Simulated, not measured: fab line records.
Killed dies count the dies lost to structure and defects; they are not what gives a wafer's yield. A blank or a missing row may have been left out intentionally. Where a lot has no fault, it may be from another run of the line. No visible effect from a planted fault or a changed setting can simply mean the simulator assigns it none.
Which tool did it? + flow gf180mcu + 12 lots, 36 wafers sampled, at 6 steps of a route of 602

## WHAT THE GAUGES SHOWED, per wafer
GF_STI_BOW_MEAS_00.
| lot  | measured    | on            | INCOMING_BOW (um) |
|------|-------------|---------------|-------------------|
| L269 | day 1 15:01 | film-metro-03 | 8 6 6             |
| L271 | day 2 01:01 | film-metro-03 | 2 -8 -17          |
| L273 | day 2 11:00 | film-metro-01 | -9 15 7           |
| L274 | day 2 16:00 | film-metro-03 | -2 -5 -6          |
| L275 | day 2 21:00 | film-metro-02 | 1 2 -8            |
| L276 | day 3 02:04 | film-metro-03 | -5 -14 7          |
| L280 | day 3 22:01 | film-metro-03 | -1 12 -5          |
| L281 | day 4 03:00 | film-metro-02 | -2 12 5           |
| L287 | day 5 09:02 | film-metro-03 | -3 -1 -2          |
| L288 | day 5 14:01 | film-metro-03 | 0 2 2             |
| L289 | day 5 19:01 | film-metro-01 | 6 -2 3            |
| L291 | day 6 05:04 | film-metro-03 | 0 4 0             |

GF_STI_THK_MEAS_04.
| lot  | measured    | on            | STI_CVD_03_THK (nm) |
|------|-------------|---------------|---------------------|
| L269 | day 1 20:08 | film-metro-03 | 209.3 206.6 208.1   |
| L271 | day 2 06:01 | film-metro-02 | 208.2 207.3 207.0   |
| L273 | day 2 14:34 | film-metro-01 | 208.4 208.0 208.7   |
| L274 | day 2 19:50 | film-metro-01 | 212.1 210.9 213.4   |
| L275 | day 3 00:34 | film-metro-01 | 210.9 209.9 210.5   |
| L276 | day 3 05:54 | film-metro-01 | 210.4 208.8 209.8   |
| L280 | day 4 04:13 | film-metro-01 | 208.9 209.5 209.2   |
| L281 | day 4 06:43 | film-metro-03 | 207.9 209.9 210.1   |
| L287 | day 5 12:59 | film-metro-03 | 210.3 210.2 208.1   |
| L288 | day 5 17:37 | film-metro-01 | 205.9 207.8 206.3   |
| L289 | day 5 22:58 | film-metro-03 | 207.4 207.4 207.8   |
| L291 | day 6 09:08 | film-metro-03 | 206.6 207.8 207.4   |

GF_NWELL_TW_MEAS_11.
| lot  | measured    | on            | NWELL_TW                      |
|------|-------------|---------------|-------------------------------|
| L269 | day 3 14:53 | film-metro-01 | 1565 1572 1563                |
| L271 | day 4 01:47 | film-metro-01 | 1558 1562 1569                |
| L273 | day 4 11:16 | film-metro-01 | 1572 1569 1566                |
| L274 | day 4 23:40 | film-metro-04 | 1557 1557 1556                |
| L275 | day 5 05:58 | film-metro-04 | 1544 1538 1544                |
| L276 | day 5 07:26 | film-metro-04 | 1540 1561 1546                |
| L280 | day 6 05:34 | film-metro-04 | 1828 1824 1818 1828 1822 1816 |
| L281 | day 6 08:40 | film-metro-04 | 1816 1826 1817 1810 1814 1824 |
| L287 | day 7 15:47 | film-metro-01 | 1572 1564 1569                |
| L288 | day 7 21:19 | film-metro-01 | 1560 1569 1564                |
| L289 | day 8 02:26 | film-metro-04 | 1546 1551 1555                |
| L291 | day 8 12:44 | film-metro-04 | 1555 1542 1551                |

GF_LVPWELL_TW_MEAS_11.
| lot  | measured    | on            | LVPWELL_TW                    |
|------|-------------|---------------|-------------------------------|
| L269 | day 4 04:17 | film-metro-02 | 559 560 557                   |
| L271 | day 4 16:17 | film-metro-01 | 555 555 554                   |
| L273 | day 5 01:16 | film-metro-02 | 558 556 556                   |
| L274 | day 5 14:10 | film-metro-04 | 549 549 547                   |
| L275 | day 5 20:47 | film-metro-02 | 555 560 557                   |
| L276 | day 5 22:35 | film-metro-02 | 560 558 558                   |
| L280 | day 6 20:01 | film-metro-02 | 1379 1385 1379 1380 1387 1392 |
| L281 | day 6 23:32 | film-metro-04 | 1355 1349 1343 1359 1359 1349 |
| L287 | day 8 06:50 | film-metro-04 | 549 550 546                   |
| L288 | day 8 13:04 | film-metro-02 | 554 559 558                   |
| L289 | day 8 19:31 | film-metro-01 | 559 557 557                   |
| L291 | day 9 04:56 | film-metro-04 | 553 552 549                   |

## TOOL THAT RAN EACH LOT (tool first, then ch and the chambers of the sampled wafers, then the start)
| lot  | GF_DNWELL_COAT_02                | GF_DNWELL_STRIP_08                  |
|------|----------------------------------|-------------------------------------|
| L269 | litho-track-03 ch 0, day 2 18:19 | plasma-asher-01 ch 0,1, day 3 00:56 |
| L271 | litho-track-03 ch 0, day 3 05:43 | plasma-asher-01 ch 0, day 3 12:32   |
| L273 | litho-track-03 ch 0, day 3 14:53 | plasma-asher-04 ch 0,1, day 3 21:11 |
| L274 | litho-track-03 ch 0, day 4 01:14 | plasma-asher-04 ch 0,1, day 4 08:47 |
| L275 | litho-track-02 ch 0, day 4 07:29 | plasma-asher-02 ch 0,1, day 4 14:59 |
| L276 | litho-track-01 ch 0, day 4 09:37 | plasma-asher-02 ch 0,1, day 4 17:01 |
| L280 | litho-track-02, day 5 06:10      | plasma-asher-01 ch 1, day 5 13:38   |
| L281 | litho-track-03, day 5 09:38      | plasma-asher-04 ch 0,1, day 5 17:26 |
| L287 | litho-track-02 ch 0, day 6 16:02 | plasma-asher-01 ch 0,1, day 7 00:14 |
| L288 | litho-track-03 ch 0, day 6 21:40 | plasma-asher-01 ch 1, day 7 05:38   |
| L289 | litho-track-02 ch 0, day 7 02:52 | plasma-asher-04 ch 0,1, day 7 10:59 |
| L291 | litho-track-01 ch 0, day 7 12:28 | plasma-asher-01 ch 0,1, day 7 20:44 |
- GF_DNWELL_COAT_02: resist thk 3000 nm.
- GF_DNWELL_STRIP_08: strips in O2/N2.

## WHAT THE TOOLS THEMSELVES READ (means of the sampled wafers that have a number; where no wafer has one, the mark that the record gives instead)
GF_DNWELL_COAT_02.
| lot  | tool           | chill-plate-temp-C (C) | dispense-pressure-kPa (kPa) |
|------|----------------|------------------------|-----------------------------|
| L269 | litho-track-03 | 22.97                  | 50.4                        |
| L271 | litho-track-03 | 23.04                  | 50.5                        |
| L273 | litho-track-03 | 23.03                  | 50.5                        |
| L274 | litho-track-03 | 22.92                  | 50.5                        |
| L275 | litho-track-02 | 22.84                  | 53.7                        |
| L276 | litho-track-01 | 23.13                  | 51.1                        |
| L280 | litho-track-02 | -                      | -                           |
| L281 | litho-track-03 | -                      | -                           |
| L287 | litho-track-02 | 22.97                  | 53.8                        |
| L288 | litho-track-03 | 23.06                  | 50.5                        |
| L289 | litho-track-02 | 23.19                  | 53.8                        |
| L291 | litho-track-01 | 22.98                  | 51.2                        |

GF_DNWELL_STRIP_08.
| lot  | tool            | chamber-pressure-mTorr (mTorr) | drypump-motor-current-A (A) | heater-power-w (W) | oes-product-au (a.u.) | strip-time-to-endpoint-s (s) |
|------|-----------------|--------------------------------|-----------------------------|--------------------|-----------------------|------------------------------|
| L269 | plasma-asher-01 | 1500.2                         | 5.4                         | 339                | 0.721                 | 36.85                        |
| L271 | plasma-asher-01 | 1499.9                         | 5.6                         | 329                | 0.724                 | 37.05                        |
| L273 | plasma-asher-04 | 1499.3                         | 6.1                         | 342                | 0.724                 | 37.02                        |
| L274 | plasma-asher-04 | 1500.0                         | 6.0                         | 344                | 0.723                 | 36.96                        |
| L275 | plasma-asher-02 | 1499.0                         | 5.9                         | 328                | 0.723                 | 37.01                        |
| L276 | plasma-asher-02 | 1500.5                         | 6.2                         | 351                | 0.729                 | 37.01                        |
| L280 | plasma-asher-01 | 1501.4                         | 5.0                         | 351                | -                     | -                            |
| L281 | plasma-asher-04 | 1500.2                         | 6.1                         | 347                | -                     | -                            |
| L287 | plasma-asher-01 | 1500.5                         | 5.4                         | 342                | 0.724                 | 37.05                        |
| L288 | plasma-asher-01 | 1499.8                         | 5.0                         | 348                | 0.717                 | 37.18                        |
| L289 | plasma-asher-04 | 1499.4                         | 6.2                         | 348                | 0.719                 | 37.15                        |
| L291 | plasma-asher-01 | 1500.7                         | 5.2                         | 343                | 0.722                 | 36.95                        |

## THE ANSWER, worked out from the rows above alone
Rule: usual is defined by the lots themselves. The widest of any qualifying gaps counts: lots, ordered by their means at a reading, are off when they make up no more than a third of the lots, leave a main group of 4 or more, and stand apart from it by 3 or more times the standard deviation of that group's means. A main group whose means are all the same, to the digits that the tables above print for the reading, isn't used. A lot without any number at a reading at which 4 lots or more have one is off too. Any other lot the step has rows for is counted as sound. First the gauges in route order, then the tools' own readings, where a lot's mean is used as printed above. At the first step where some lot is off, the reading lying furthest off is the one used; lots without a number count as furthest.
Off: L280, L281, at GF_NWELL_TW_MEAS_11 (NWELL_TW). Main group: mean 1558, sd 9.1.
A tool fits if, at a process step before that reading, it ran every lot that is off, and no sound lot after the first of them. The gauges at GF_NWELL_TW_MEAS_11 aren't tried: what is off there is off at GF_DNWELL_COAT_02 too, on other tools, and a gauge's error can't cause that. Not one of the candidates tried fits.

## WHAT HAD BEEN PUT IN BY THE SIMULATOR
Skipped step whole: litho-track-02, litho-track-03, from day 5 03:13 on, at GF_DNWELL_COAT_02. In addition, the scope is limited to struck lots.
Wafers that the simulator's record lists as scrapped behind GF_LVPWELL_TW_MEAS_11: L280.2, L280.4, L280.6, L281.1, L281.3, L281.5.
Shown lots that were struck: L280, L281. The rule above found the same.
